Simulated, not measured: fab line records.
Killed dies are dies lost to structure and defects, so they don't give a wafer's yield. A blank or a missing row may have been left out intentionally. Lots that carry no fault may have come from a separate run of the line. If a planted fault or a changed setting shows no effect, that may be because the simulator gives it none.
Which of the tools did it? :: flow sky130 :: 11 lots with 33 wafers sampled at 6 steps, on a route of 708 steps

== WHAT EACH GAUGE READ, for each wafer ==
No reading from a measuring or inspecting step in the record can be judged against a usual standard deviation.

== WHAT TOOL EACH LOT RAN ON (gives the tool, then ch and the chambers of the sampled wafers, and finally the start) ==
lot: L392
SKY_VIA1_CVD_21: cvdW-01 ch 0,1, day 34 00:15
SKY_METAL2_SPUTTER_01: pvdSputter-01, day 34 00:51
SKY_METAL2_SPUTTER_04: pvdSputter-01, day 34 00:55
SKY_METAL2_METAL_ETCH_19: rieMetal-01 ch 0,1, day 35 03:02
SKY_METAL2_STRIP_20: plasmaAsher-04 ch 0,1, day 35 03:07
SKY_PAD_OPEN_PROBE_99: prober-02, day 45 17:23

lot: L396
SKY_VIA1_CVD_21: cvdW-02 ch 0,1, day 34 18:52
SKY_METAL2_SPUTTER_01: pvdSputter-01, day 34 19:28
SKY_METAL2_SPUTTER_04: pvdSputter-01, day 34 19:32
SKY_METAL2_METAL_ETCH_19: rieMetal-03 ch 0,1, day 35 21:55
SKY_METAL2_STRIP_20: plasmaAsher-02 ch 0,1, day 35 22:01
SKY_PAD_OPEN_PROBE_99: prober-01, day 46 09:14

lot: L398
SKY_VIA1_CVD_21: cvdW-02 ch 0,1, day 35 13:48
SKY_METAL2_SPUTTER_01: pvdSputter-01, day 35 14:22
SKY_METAL2_SPUTTER_04: pvdSputter-01, day 35 14:26
SKY_METAL2_METAL_ETCH_19: rieMetal-01 ch 0,1, day 36 17:10
SKY_METAL2_STRIP_20: plasmaAsher-02 ch 0,1, day 36 17:15
SKY_PAD_OPEN_PROBE_99: prober-01, day 46 22:48

lot: L399
SKY_VIA1_CVD_21: cvdW-01 ch 0,1, day 36 12:39
SKY_METAL2_SPUTTER_01: pvdSputter-02, day 36 13:15
SKY_METAL2_SPUTTER_04: pvdSputter-02, day 36 13:19
SKY_METAL2_METAL_ETCH_19: rieMetal-01 ch 0,1, day 37 15:34
SKY_METAL2_STRIP_20: plasmaAsher-03 ch 0,1, day 37 15:40
SKY_PAD_OPEN_PROBE_99: prober-02, day 47 18:17

lot: L400
SKY_VIA1_CVD_21: cvdW-02 ch 0,1, day 36 18:50
SKY_METAL2_SPUTTER_01: pvdSputter-02, day 36 19:39
SKY_METAL2_SPUTTER_04: pvdSputter-02, day 36 19:43
SKY_METAL2_METAL_ETCH_19: rieMetal-01 ch 0, day 37 21:37
SKY_METAL2_STRIP_20: plasmaAsher-03 ch 0,1, day 37 21:43
SKY_PAD_OPEN_PROBE_99: prober-01, day 47 20:01

lot: L404
SKY_VIA1_CVD_21: cvdW-01 ch 0,1, day 38 12:31
SKY_METAL2_SPUTTER_01: pvdSputter-02, day 38 13:06
SKY_METAL2_SPUTTER_04: pvdSputter-02, day 38 13:10
SKY_METAL2_METAL_ETCH_19: rieMetal-02 ch 0, day 39 13:41
SKY_METAL2_STRIP_20: plasmaAsher-02 ch 0,1, day 39 13:52
SKY_PAD_OPEN_PROBE_99: prober-02, day 49 03:27

lot: L409
SKY_VIA1_CVD_21: cvdW-02 ch 0,1, day 39 08:19
SKY_METAL2_SPUTTER_01: pvdSputter-01, day 39 08:54
SKY_METAL2_SPUTTER_04: pvdSputter-01, day 39 08:58
SKY_METAL2_METAL_ETCH_19: rieMetal-02 ch 0, day 40 10:07
SKY_METAL2_STRIP_20: plasmaAsher-04 ch 0,1, day 40 10:13
SKY_PAD_OPEN_PROBE_99: prober-01, day 49 19:31

lot: L411
SKY_VIA1_CVD_21: cvdW-02 ch 0,1, day 39 12:35
SKY_METAL2_SPUTTER_01: pvdSputter-01, day 39 13:10
SKY_METAL2_SPUTTER_04: pvdSputter-01, day 39 13:14
SKY_METAL2_METAL_ETCH_19: rieMetal-02 ch 0,1, day 40 14:10
SKY_METAL2_STRIP_20: plasmaAsher-04 ch 0,1, day 40 14:16
SKY_PAD_OPEN_PROBE_99: prober-02, day 49 20:28

lot: L412
SKY_VIA1_CVD_21: cvdW-02 ch 0,1, day 39 17:46
SKY_METAL2_SPUTTER_01: pvdSputter-01, day 39 18:35
SKY_METAL2_SPUTTER_04: pvdSputter-01, day 39 18:39
SKY_METAL2_METAL_ETCH_19: rieMetal-03 ch 0,1, day 40 19:46
SKY_METAL2_STRIP_20: plasmaAsher-04 ch 0,1, day 40 19:52
SKY_PAD_OPEN_PROBE_99: prober-01, day 49 23:50

lot: L414
SKY_VIA1_CVD_21: cvdW-01 ch 0,1, day 40 13:12
SKY_METAL2_SPUTTER_01: pvdSputter-01, day 40 13:47
SKY_METAL2_SPUTTER_04: pvdSputter-01, day 40 13:52
SKY_METAL2_METAL_ETCH_19: rieMetal-01 ch 0,1, day 41 13:49
SKY_METAL2_STRIP_20: plasmaAsher-02 ch 0,1, day 41 13:55
SKY_PAD_OPEN_PROBE_99: prober-01, day 50 12:09

lot: L415
SKY_VIA1_CVD_21: cvdW-01 ch 0,1, day 40 17:46
SKY_METAL2_SPUTTER_01: pvdSputter-03, day 40 18:21
SKY_METAL2_SPUTTER_04: pvdSputter-03, day 40 18:25
SKY_METAL2_METAL_ETCH_19: rieMetal-02 ch 0, day 41 18:37
SKY_METAL2_STRIP_20: plasmaAsher-04 ch 0,1, day 41 18:47
SKY_PAD_OPEN_PROBE_99: prober-02, day 50 16:10
- SKY_VIA1_CVD_21: deposits W, target thk 270 nm, time 80.902 s.
- SKY_METAL2_SPUTTER_01: material TiN, target thk 20 nm, time 16.7 s.
- SKY_METAL2_SPUTTER_04: material TiN, target thk 70 nm, time 58.3 s.
- SKY_METAL2_METAL_ETCH_19: etches the open film in Cl2/BCl3, stops on SiO2, target depth 360 nm, time 78 s.
- SKY_METAL2_STRIP_20: strips in O2/N2.
- SKY_PAD_OPEN_PROBE_99

== AS READ BY THE TOOLS THEMSELVES (means over the sampled wafers that have a number; for cases with no such wafer, the mark the record gives instead) ==
SKY_VIA1_CVD_21.
lot: L392
tool: cvdW-01
heaterPowerW (W): 892

lot: L396
tool: cvdW-02
heaterPowerW (W): 927

lot: L398
tool: cvdW-02
heaterPowerW (W): 928

lot: L399
tool: cvdW-01
heaterPowerW (W): 870

lot: L400
tool: cvdW-02
heaterPowerW (W): 931

lot: L404
tool: cvdW-01
heaterPowerW (W): 866

lot: L409
tool: cvdW-02
heaterPowerW (W): 890

lot: L411
tool: cvdW-02
heaterPowerW (W): 879

lot: L412
tool: cvdW-02
heaterPowerW (W): 890

lot: L414
tool: cvdW-01
heaterPowerW (W): 920

lot: L415
tool: cvdW-01
heaterPowerW (W): 909

SKY_METAL2_SPUTTER_01.
lot: L392
tool: pvdSputter-01
throttleValvePct (%): 30.5

lot: L396
tool: pvdSputter-01
throttleValvePct (%): 30.6

lot: L398
tool: pvdSputter-01
throttleValvePct (%): 32.6

lot: L399
tool: pvdSputter-02
throttleValvePct (%): 29.7

lot: L400
tool: pvdSputter-02
throttleValvePct (%): 30.3

lot: L404
tool: pvdSputter-02
throttleValvePct (%): 29.7

lot: L409
tool: pvdSputter-01
throttleValvePct (%): 31.0

lot: L411
tool: pvdSputter-01
throttleValvePct (%): 31.4

lot: L412
tool: pvdSputter-01
throttleValvePct (%): 31.5

lot: L414
tool: pvdSputter-01
throttleValvePct (%): 30.9

lot: L415
tool: pvdSputter-03
throttleValvePct (%): 30.2

SKY_METAL2_SPUTTER_04.
lot: L392
tool: pvdSputter-01
throttleValvePct (%): 30.5

lot: L396
tool: pvdSputter-01
throttleValvePct (%): 30.5

lot: L398
tool: pvdSputter-01
throttleValvePct (%): 32.5

lot: L399
tool: pvdSputter-02
throttleValvePct (%): 29.6

lot: L400
tool: pvdSputter-02
throttleValvePct (%): 30.4

lot: L404
tool: pvdSputter-02
throttleValvePct (%): 29.8

lot: L409
tool: pvdSputter-01
throttleValvePct (%): 31.2

lot: L411
tool: pvdSputter-01
throttleValvePct (%): 31.2

lot: L412
tool: pvdSputter-01
throttleValvePct (%): 31.3

lot: L414
tool: pvdSputter-01
throttleValvePct (%): 30.9

lot: L415
tool: pvdSputter-03
throttleValvePct (%): 30.1

SKY_METAL2_METAL_ETCH_19.
lot: L392
tool: rieMetal-01
biasW (W): 48.51
drypumpMotorCurrentA (A): 5.7
oesProductAu (a.u.): 0.854
throttleValvePct (%): 22.271

lot: L396
tool: rieMetal-03
biasW (W): 48.49
drypumpMotorCurrentA (A): 5.6
oesProductAu (a.u.): 0.855
throttleValvePct (%): 22.258

lot: L398
tool: rieMetal-01
biasW (W): 48.60
drypumpMotorCurrentA (A): 5.7
oesProductAu (a.u.): 0.856
throttleValvePct (%): 22.269

lot: L399
tool: rieMetal-01
biasW (W): 52.44
drypumpMotorCurrentA (A): 5.7
oesProductAu (a.u.): 0.851
throttleValvePct (%): 22.262

lot: L400
tool: rieMetal-01
biasW (W): 60.68
drypumpMotorCurrentA (A): 5.8
oesProductAu (a.u.): 0.855
throttleValvePct (%): 22.260

lot: L404
tool: rieMetal-02
biasW (W): 48.63
drypumpMotorCurrentA (A): 6.3
oesProductAu (a.u.): 0.849
throttleValvePct (%): 22.265

lot: L409
tool: rieMetal-02
biasW (W): 48.58
drypumpMotorCurrentA (A): 6.4
oesProductAu (a.u.): 0.860
throttleValvePct (%): 22.262

lot: L411
tool: rieMetal-02
biasW (W): 48.28
drypumpMotorCurrentA (A): 6.4
oesProductAu (a.u.): 0.854
throttleValvePct (%): 22.258

lot: L412
tool: rieMetal-03
biasW (W): 48.52
drypumpMotorCurrentA (A): 5.6
oesProductAu (a.u.): 0.850
throttleValvePct (%): 22.264

lot: L414
tool: rieMetal-01
biasW (W): 48.41
drypumpMotorCurrentA (A): 5.7
oesProductAu (a.u.): 0.851
throttleValvePct (%): 22.261

lot: L415
tool: rieMetal-02
biasW (W): 48.48
drypumpMotorCurrentA (A): 6.3
oesProductAu (a.u.): 0.856
throttleValvePct (%): 22.261

SKY_METAL2_STRIP_20.
lot: L392
tool: plasmaAsher-04
drypumpMotorCurrentA (A): 5.7
oesProductAu (a.u.): 0.335
stripTimeToEndpointS (s): 2.67

lot: L396
tool: plasmaAsher-02
drypumpMotorCurrentA (A): 5.6
oesProductAu (a.u.): 0.337
stripTimeToEndpointS (s): 2.63

lot: L398
tool: plasmaAsher-02
drypumpMotorCurrentA (A): 5.7
oesProductAu (a.u.): 0.340
stripTimeToEndpointS (s): 2.69

lot: L399
tool: plasmaAsher-03
drypumpMotorCurrentA (A): 6.1
oesProductAu (a.u.): 0.342
stripTimeToEndpointS (s): 2.58

lot: L400
tool: plasmaAsher-03
drypumpMotorCurrentA (A): 6.3
oesProductAu (a.u.): 0.329
stripTimeToEndpointS (s): 2.45

lot: L404
tool: plasmaAsher-02
drypumpMotorCurrentA (A): 5.7
oesProductAu (a.u.): 0.339
stripTimeToEndpointS (s): 2.70

lot: L409
tool: plasmaAsher-04
drypumpMotorCurrentA (A): 5.5
oesProductAu (a.u.): 0.347
stripTimeToEndpointS (s): 2.71

lot: L411
tool: plasmaAsher-04
drypumpMotorCurrentA (A): 5.5
oesProductAu (a.u.): 0.345
stripTimeToEndpointS (s): 2.68

lot: L412
tool: plasmaAsher-04
drypumpMotorCurrentA (A): 5.6
oesProductAu (a.u.): 0.340
stripTimeToEndpointS (s): 2.67

lot: L414
tool: plasmaAsher-02
drypumpMotorCurrentA (A): 5.7
oesProductAu (a.u.): 0.346
stripTimeToEndpointS (s): 2.70

lot: L415
tool: plasmaAsher-04
drypumpMotorCurrentA (A): 5.6
oesProductAu (a.u.): 0.339
stripTimeToEndpointS (s): 2.70

SKY_PAD_OPEN_PROBE_99.
lot: L392
tool: prober-02
defectLimitedYield (%): 83.6
killed_at_M0_to_M3: 43
killed_at_M4_up: 3.7
killedAtContacts: 20
killedAtFrontEnd: 14
killedAtOther: 0.3
killedDies: 81
killedOpen: 45
killedShort: 36
sort_bin_3_pad_short (%): 1.0
sort_bin_5_function (%): 9.2
sort_bin_6_memory (%): 6.2
sortNPass: 411
sortYieldPct (%): 83.6

lot: L396
tool: prober-01
defectLimitedYield (%): 83.0
killed_at_M0_to_M3: 45
killed_at_M4_up: 2.7
killedAtContacts: 24
killedAtFrontEnd: 12
killedAtOther: 0.0
killedDies: 83
killedOpen: 45
killedShort: 38
sort_bin_3_pad_short (%): 0.9
sort_bin_5_function (%): 9.4
sort_bin_6_memory (%): 6.6
sortNPass: 409
sortYieldPct (%): 83.0

lot: L398
tool: prober-01
defectLimitedYield (%): 80.9
killed_at_M0_to_M3: 47
killed_at_M4_up: 3.7
killedAtContacts: 21
killedAtFrontEnd: 22
killedAtOther: 0.0
killedDies: 94
killedOpen: 47
killedShort: 47
sort_bin_3_pad_short (%): 1.1
sort_bin_5_function (%): 10.6
sort_bin_6_memory (%): 7.4
sortNPass: 398
sortYieldPct (%): 80.9

lot: L399
tool: prober-02
defectLimitedYield (%): 81.2
killed_at_M0_to_M3: 50
killed_at_M4_up: 3.7
killedAtContacts: 20
killedAtFrontEnd: 19
killedAtOther: 0.0
killedDies: 93
killedOpen: 51
killedShort: 42
sort_bin_3_pad_short (%): 1.3
sort_bin_5_function (%): 10.9
sort_bin_6_memory (%): 6.7
sortNPass: 399
sortYieldPct (%): 81.2

lot: L400
tool: prober-01
defectLimitedYield (%): 83.9
killed_at_M0_to_M3: 39
killed_at_M4_up: 3.7
killedAtContacts: 22
killedAtFrontEnd: 14
killedAtOther: 0.3
killedDies: 79
killedOpen: 42
killedShort: 37
sort_bin_3_pad_short (%): 0.3
sort_bin_5_function (%): 10.0
sort_bin_6_memory (%): 5.9
sortNPass: 413
sortYieldPct (%): 83.9

lot: L404
tool: prober-02
defectLimitedYield (%): 82.5
killed_at_M0_to_M3: 39
killed_at_M4_up: 4.7
killedAtContacts: 22
killedAtFrontEnd: 21
killedAtOther: 0.3
killedDies: 86
killedOpen: 40
killedShort: 45
sort_bin_3_pad_short (%): 1.1
sort_bin_5_function (%): 10.2
sort_bin_6_memory (%): 6.2
sortNPass: 406
sortYieldPct (%): 82.5

lot: L409
tool: prober-01
defectLimitedYield (%): 83.1
killed_at_M0_to_M3: 49
killed_at_M4_up: 3.3
killedAtContacts: 19
killedAtFrontEnd: 12
killedAtOther: 0.0
killedDies: 83
killedOpen: 44
killedShort: 39
sort_bin_3_pad_short (%): 0.8
sort_bin_5_function (%): 10.0
sort_bin_6_memory (%): 6.1
sortNPass: 409
sortYieldPct (%): 83.1

lot: L411
tool: prober-02
defectLimitedYield (%): 83.6
killed_at_M0_to_M3: 42
killed_at_M4_up: 3.3
killedAtContacts: 23
killedAtFrontEnd: 11
killedAtOther: 0.3
killedDies: 80
killedOpen: 42
killedShort: 39
sort_bin_3_pad_short (%): 1.4
sort_bin_5_function (%): 9.6
sort_bin_6_memory (%): 5.3
sortNPass: 412
sortYieldPct (%): 83.6

lot: L412
tool: prober-01
defectLimitedYield (%): 83.3
killed_at_M0_to_M3: 43
killed_at_M4_up: 1.0
killedAtContacts: 19
killedAtFrontEnd: 19
killedAtOther: 0.0
killedDies: 82
killedOpen: 41
killedShort: 41
sort_bin_3_pad_short (%): 0.7
sort_bin_5_function (%): 9.9
sort_bin_6_memory (%): 6.0
sortNPass: 410
sortYieldPct (%): 83.3

lot: L414
tool: prober-01
defectLimitedYield (%): 83.3
killed_at_M0_to_M3: 39
killed_at_M4_up: 2.7
killedAtContacts: 27
killedAtFrontEnd: 13
killedAtOther: 0.3
killedDies: 82
killedOpen: 49
killedShort: 33
sort_bin_3_pad_short (%): 0.7
sort_bin_5_function (%): 10.3
sort_bin_6_memory (%): 5.7
sortNPass: 410
sortYieldPct (%): 83.3

lot: L415
tool: prober-02
defectLimitedYield (%): 81.7
killed_at_M0_to_M3: 43
killed_at_M4_up: 3.3
killedAtContacts: 24
killedAtFrontEnd: 19
killedAtOther: 1.0
killedDies: 90
killedOpen: 46
killedShort: 44
sort_bin_3_pad_short (%): 1.1
sort_bin_5_function (%): 10.9
sort_bin_6_memory (%): 6.2
sortNPass: 402
sortYieldPct (%): 81.7

== THE ANSWER, worked out from the rows above alone ==
Rule: what is usual is taken from the lots themselves. The widest of any qualifying gaps counts: lots, ordered by their means at a reading, are off when they make up no more than a third of the lots, leave a main group of 4 or more, and stand apart from it by 3 or more times the standard deviation of that group's means. Not used: any main group whose means are identical at the precision the tables above print for the reading. A lot without any number at a reading at which 4 lots or more have one is off too. Where the step has rows for the other lots, those lots are counted as sound. After the gauges, taken in route order, come the tools' own readings; for these a lot's mean is taken, as printed above. The first step at which some lot is off is used, and at that step the reading that is off furthest; a lot without a number counts as furthest.
Off: L399, L400, at SKY_METAL2_METAL_ETCH_19 (biasW). Mean 48.50 W and standard deviation 0.1 in the main group.
If a tool, at that step or one of the process steps before it, ran each lot that is off and ran no sound lot following the first of them, it fits. No candidate that was tried fits.

== WHAT WAS PUT IN BY THE SIMULATOR ==
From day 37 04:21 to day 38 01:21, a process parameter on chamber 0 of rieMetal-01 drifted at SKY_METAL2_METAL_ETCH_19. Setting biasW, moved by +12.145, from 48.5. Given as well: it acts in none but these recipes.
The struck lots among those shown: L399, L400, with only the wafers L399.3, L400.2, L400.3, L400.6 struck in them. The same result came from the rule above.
